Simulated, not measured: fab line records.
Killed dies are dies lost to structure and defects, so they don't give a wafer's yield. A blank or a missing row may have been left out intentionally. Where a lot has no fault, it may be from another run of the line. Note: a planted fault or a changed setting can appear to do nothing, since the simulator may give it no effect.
Struck lot and sound lot, side by side | flow sky130 | 16 steps out of a route of 708
Sound: the wafers L910.2, L910.4, L910.5. Struck: wafer L911.5. (L911.6 of the same lot was not struck and is left out.) The cause comes at the end.
For every step that has rows: the tool of each side, followed by ch and its chambers, followed by its first start. Under that, the readings that differ: sound wafers | struck wafers | difference of the means | sigmas: that difference in standard deviations of wafers without a fault.
alike: a reading whose means differ by less than 2 such deviations, as well as words and numbers matching on both sides. not compared: withheld readings; readings where some wafer has no value; bounds like >300 that might hide an equal value; numbers whose values overlap and for which the record gives no deviation.
A row with sigmas, a row that says differs or no value, or rows on one side alone: a step with any of these is where the two part. Numbers that don't overlap but have no deviation are shown without sigmas and don't part them. A reading that every wafer of one side lacks parts them only if that side has two wafers or more.

first, 2 steps without rows for these wafers: SKY_VT_ADJUST_PCH_PEB_05; SKY_VT_ADJUST_PCH_DEVELOP_06 (develop time 60 s).
SKY_VT_ADJUST_PCH_OVL_MEAS_07:
  sound: overlay-01 at day 13 00:10; struck: overlay-02 at day 13 05:41
  alike: VT_ADJUST_PCH_OVL
after that, 1 step had no rows for these wafers: SKY_VT_ADJUST_PCH_IMPLANT_08.
SKY_VT_ADJUST_PCH_STRIP_09: strips in O2/N2.
  sound on plasma_asher-03 ch 1, day 13 00:20; struck on plasma_asher-02 ch 0, day 13 05:55
  alike: drypump_motor_current_A, oes_product_au, strip_time_to_endpoint_s
  not compared: rf_hours_counter_h
SKY_VT_ADJUST_PCH_TW_MEAS_10:
  sound: film_metro-02 at day 13 00:27; struck: film_metro-03 at day 13 05:59
  alike: VT_ADJUST_PCH_TW
then, 6 steps without rows for these wafers: SKY_SONOS_TUNNEL_DEHYDRATE_00 (time 60 s); SKY_SONOS_TUNNEL_HMDS_01 (prime time 60 s); SKY_SONOS_TUNNEL_COAT_02 (resist thk 1140 nm); SKY_SONOS_TUNNEL_SOFTBAKE_03 (time 60 s); SKY_SONOS_TUNNEL_EXPOSE_04 (exposes mask TUNM, target cd 410 nm); SKY_SONOS_TUNNEL_PEB_05.
SKY_SONOS_TUNNEL_DEVELOP_06: develop time 60 s.
  sound on litho_track-02 ch 0, day 14 01:44; struck on litho_track-01 ch 0, day 14 08:05
  alike: chill_plate_temp_C
SKY_SONOS_TUNNEL_CD_MEAS_07: the cd target is 410 nm.
  sound: cd_sem-02 at day 14 01:53; struck: cd_sem-02 at day 14 08:13
  reading    | sound             | struck | difference | sigmas
  cd_nm (nm) | 409.1 407.3 407.0 | 452.3  | +44.5      | +25
SKY_SONOS_TUNNEL_OVL_MEAS_08:
  sound: overlay-01 at day 14 01:59; struck: overlay-02 at day 14 08:17
  alike: SONOS_TUNNEL_OVL
after that, 1 step had no rows for these wafers: SKY_PAD_OPEN_PROBE_99.

WHERE THEY PART
At SKY_SONOS_TUNNEL_CD_MEAS_07 and nowhere else, as far as this record goes. Later steps at which nothing parts them and some readings are alike: SKY_SONOS_TUNNEL_OVL_MEAS_08.

WHY: whatever the simulator had introduced
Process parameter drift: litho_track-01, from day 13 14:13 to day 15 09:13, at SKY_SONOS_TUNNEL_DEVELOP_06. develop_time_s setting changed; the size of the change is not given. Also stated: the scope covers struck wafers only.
